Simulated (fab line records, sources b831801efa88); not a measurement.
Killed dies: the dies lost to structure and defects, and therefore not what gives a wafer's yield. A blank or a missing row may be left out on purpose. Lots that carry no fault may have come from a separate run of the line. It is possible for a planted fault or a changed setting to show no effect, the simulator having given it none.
The tool behind it: which one? / flow gf180mcu / Sampling: 11 lots, 33 wafers, 3 of 602 route steps

== WHAT THE GAUGES READ, wafer by wafer ==
GF_V4_RS_MEAS_24: measurement is done with a four-point probe.
lot=L975; measured=day 24 17:58; on=film-metro-01; V4_W_RS (ohm/sq)=0.325 0.329 0.331
lot=L980; measured=day 26 22:09; on=film-metro-02; V4_W_RS (ohm/sq)=0.326 0.325 0.335
lot=L981; measured=day 27 05:46; on=film-metro-01; V4_W_RS (ohm/sq)=0.237 0.331 0.335
lot=L983; measured=day 27 21:57; on=film-metro-03; V4_W_RS (ohm/sq)=0.333 0.327 0.333
lot=L982; measured=day 27 23:29; on=film-metro-01; V4_W_RS (ohm/sq)=0.237 0.325 0.238
lot=L984; measured=day 28 03:17; on=film-metro-03; V4_W_RS (ohm/sq)=0.331 0.237 0.240
lot=L993; measured=day 30 08:55; on=film-metro-03; V4_W_RS (ohm/sq)=0.328 0.328 0.329
lot=L994; measured=day 30 23:20; on=film-metro-01; V4_W_RS (ohm/sq)=0.321 0.325 0.326
lot=L996; measured=day 31 01:42; on=film-metro-03; V4_W_RS (ohm/sq)=0.326 0.325 0.326
lot=L997; measured=day 31 14:25; on=film-metro-02; V4_W_RS (ohm/sq)=0.320 0.326 0.326
lot=L998; measured=day 31 20:25; on=film-metro-02; V4_W_RS (ohm/sq)=0.332 0.329 0.327

== WHICH TOOL RAN EACH LOT (tool, then ch and the chambers of the sampled wafers, then the start) ==
lot=L975; GF_M4_SPUTTER_01=pvd-sputter-04, day 22 16:40; GF_V4_CVD_23=cvd-w-02 ch 0,1, day 24 17:50
lot=L980; GF_M4_SPUTTER_01=pvd-sputter-04, day 25 01:01; GF_V4_CVD_23=cvd-w-02 ch 0,1, day 26 22:02
lot=L981; GF_M4_SPUTTER_01=pvd-sputter-01, day 25 09:55; GF_V4_CVD_23=cvd-w-02 ch 0,1, day 27 05:40
lot=L983; GF_M4_SPUTTER_01=pvd-sputter-04, day 26 02:17; GF_V4_CVD_23=cvd-w-01 ch 0,1, day 27 21:50
lot=L982; GF_M4_SPUTTER_01=pvd-sputter-01, day 26 02:47; GF_V4_CVD_23=cvd-w-02 ch 0,1, day 27 23:23
lot=L984; GF_M4_SPUTTER_01=pvd-sputter-01, day 26 07:04; GF_V4_CVD_23=cvd-w-02 ch 0,1, day 28 03:11
lot=L993; GF_M4_SPUTTER_01=pvd-sputter-03, day 28 15:07; GF_V4_CVD_23=cvd-w-01 ch 1, day 30 08:41
lot=L994; GF_M4_SPUTTER_01=pvd-sputter-03, day 29 07:04; GF_V4_CVD_23=cvd-w-02 ch 0,1, day 30 23:13
lot=L996; GF_M4_SPUTTER_01=pvd-sputter-01, day 29 09:11; GF_V4_CVD_23=cvd-w-01 ch 0,1, day 31 01:35
lot=L997; GF_M4_SPUTTER_01=pvd-sputter-04, day 29 23:13; GF_V4_CVD_23=cvd-w-01 ch 0,1, day 31 14:17
lot=L998; GF_M4_SPUTTER_01=pvd-sputter-01, day 30 05:05; GF_V4_CVD_23=cvd-w-02 ch 0,1, day 31 20:17
- GF_M4_SPUTTER_01: material TiN, target thk 30 nm, time 25 s.
- GF_V4_CVD_23: deposits W, target thk 350 nm, time 104.9 s.

== THE ANSWER, worked out from the rows above alone ==
Rule: the usual values come from the lots themselves. Put in order of their means at a reading, lots are off if they are a third of the lots or fewer, leave a main group of 4 or more, and stand apart from it by a gap of 3 or more times the standard deviation of the main group's means; of several such gaps the widest counts. The tables above print the reading to a certain number of digits; a main group whose means all agree to those digits is not used. Also off: a lot with no number at a reading for which 4 or more lots have one. The other lots that the step has rows for count as sound.
Off: L981, L982, L984, at GF_V4_RS_MEAS_24 (V4_W_RS). For the main group the mean is 0.327 ohm/sq and the standard deviation 0.0024.
If a tool, at a process step before that reading, ran all the lots that are off and no sound lot after the first of them, it fits. Gauges at GF_V4_RS_MEAS_24: tried the same way as those tools. None of those tried fits.

== WHAT THE SIMULATOR HAD INSERTED ==
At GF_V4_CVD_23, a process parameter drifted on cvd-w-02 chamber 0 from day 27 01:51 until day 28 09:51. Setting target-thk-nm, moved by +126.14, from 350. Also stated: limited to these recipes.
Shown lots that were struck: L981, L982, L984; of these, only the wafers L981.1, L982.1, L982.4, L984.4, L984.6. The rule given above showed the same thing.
